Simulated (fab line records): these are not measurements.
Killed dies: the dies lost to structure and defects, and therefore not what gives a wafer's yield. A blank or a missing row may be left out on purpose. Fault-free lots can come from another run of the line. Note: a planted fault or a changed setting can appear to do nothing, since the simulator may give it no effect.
Which of the tools did it? ; flow gf180mcu ; Sampling: 15 lots, 45 wafers, 3 of 602 route steps

WHAT EACH GAUGE READ, for each wafer
GF_STI_THK_MEAS_30. Usual: for STI_OXIDATION_02_THK the level is 10.03 nm and the standard deviation is 0.17.
lot;measured;on;STI_OXIDATION_02_THK (nm);flag
L538;day 2 08:40;film_metro-04;10.09 9.87 9.86;
L539;day 2 12:23;film_metro-01;10.14 10.06 9.99;
L542;day 3 03:28;film_metro-04;10.36 10.10 10.09;
L543;day 3 07:16;film_metro-01;9.91 9.94 9.89;
L545;day 3 18:58;film_metro-01;9.71 9.85 9.74;
L547;day 4 04:53;film_metro-01;10.12 10.05 9.89;
L549;day 4 15:51;film_metro-04;9.80 10.05 9.92;
L550;day 4 19:28;film_metro-01;9.93 9.76 10.06;
L551;day 5 00:58;film_metro-01;10.07 10.03 10.24;
L552;day 5 06:55;film_metro-02;10.20 10.38 10.15;
L554;day 5 19:00;film_metro-04;10.11 10.07 10.14;
L557;day 6 07:37;film_metro-02;9.96 9.90 10.13;
L559;day 6 17:35;film_metro-01;10.24 10.54 10.49;
L560;day 6 22:55;film_metro-04;10.19 10.13 10.15;
L561;day 7 04:11;film_metro-01;9.83 10.02 9.76;

GF_HV_LDD_OVL_MEAS_08. Usual: for HV_LDD_OVL the level is 1.3 nm and the standard deviation is 1.5.
lot;measured;on;HV_LDD_OVL (nm);flag
L538;day 10 00:41;overlay-01;1.9 0.9 1.2;
L539;day 10 08:43;overlay-01;2.7 2.4 2.8;
L542;day 11 04:07;overlay-01;2.9 2.0 1.5;
L543;day 11 09:53;overlay-02;3.1 3.3 2.7;
L545;day 12 02:01;overlay-01;-0.1 1.1 0.0;
L547;day 12 18:44;overlay-01;1.4 0.2 1.4;
L549;day 13 15:34;overlay-02;0.0 2.1 0.7;
L554;day 15 02:47;overlay-02;-0.1 0.5 1.6;
L557;day 15 20:17;overlay-02;2.4 1.6 4.3;
L559;day 16 08:43;overlay-01;0.1 2.3 1.8;
L560;day 16 16:19;overlay-02;3.8 3.9 3.6;
L561;day 17 01:30;overlay-02;2.8 2.2 1.0;

WHAT TOOL EACH LOT RAN ON (gives the tool, then ch and the chambers of the sampled wafers, and finally the start)
lot;GF_DUAL_GATE_OXIDATION_15
L538;furnace-02 ch 0, day 8 08:47
L539;furnace-02 ch 0, day 8 15:42
L542;furnace-02 ch 0, day 9 11:19
L543;furnace-02 ch 0, day 9 16:16
L545;furnace-01 ch 0, day 10 07:02
L547;furnace-02 ch 0, day 10 23:48
L549;furnace-02 ch 0, day 11 14:59
L550;furnace-02, day 11 19:47
L551;furnace-01, day 12 02:32
L552;furnace-01, day 12 12:08
L554;furnace-01 ch 0, day 13 04:17
L557;furnace-02 ch 0, day 13 22:15
L559;furnace-02 ch 0, day 14 08:47
L560;furnace-01 ch 0, day 14 15:55
L561;furnace-02 ch 0, day 15 00:11
- GF_DUAL_GATE_OXIDATION_15: stabilise 600 s, purge 300 s, target thk 7.098 nm.

WHAT THE TOOLS THEMSELVES READ (means of the sampled wafers that have a number; where no wafer has one, the mark that the record gives instead)
GF_DUAL_GATE_OXIDATION_15. Usual: ox_temp_c 850.0 C, standard deviation 0.43; ox_temp_c_max 855.2, standard deviation 2.1.
lot;tool;ox_temp_c (C);ox_temp_c_max;flag
L538;furnace-02;849.8;856.2;
L539;furnace-02;849.6;856.0;
L542;furnace-02;850.0;856.0;
L543;furnace-02;850.1;856.3;
L545;furnace-01;849.9;853.5;
L547;furnace-02;849.9;856.4;
L549;furnace-02;849.6;855.0;
L550;furnace-02;-;-;OFF
L551;furnace-01;-;-;OFF
L552;furnace-01;-;-;OFF
L554;furnace-01;850.2;852.6;
L557;furnace-02;850.1;856.8;
L559;furnace-02;849.8;856.0;
L560;furnace-01;850.2;853.4;
L561;furnace-02;849.5;855.6;

THE ANSWER, worked out from the rows above alone
Rule: a lot is off if the mean of its wafers that have a number lies more than 3 standard deviations from the usual mean. A lot without any number at a reading at which 4 lots or more have one is off too. All remaining lots with rows at the step are treated as sound. First the gauges in route order, then the tools' own readings, where a lot's mean is used as printed above. At the first step where some lot is off, the reading lying furthest off is the one used; lots without a number count as furthest.
Off: L550, L551, L552 (GF_DUAL_GATE_OXIDATION_15, ox_temp_c). Without a number there: L550, L551, L552.
A tool fits if, at that step or a process step before it, it ran every lot that is off, and no sound lot after the first of them. No candidate that was tried fits.

WHAT WAS PUT IN BY THE SIMULATOR
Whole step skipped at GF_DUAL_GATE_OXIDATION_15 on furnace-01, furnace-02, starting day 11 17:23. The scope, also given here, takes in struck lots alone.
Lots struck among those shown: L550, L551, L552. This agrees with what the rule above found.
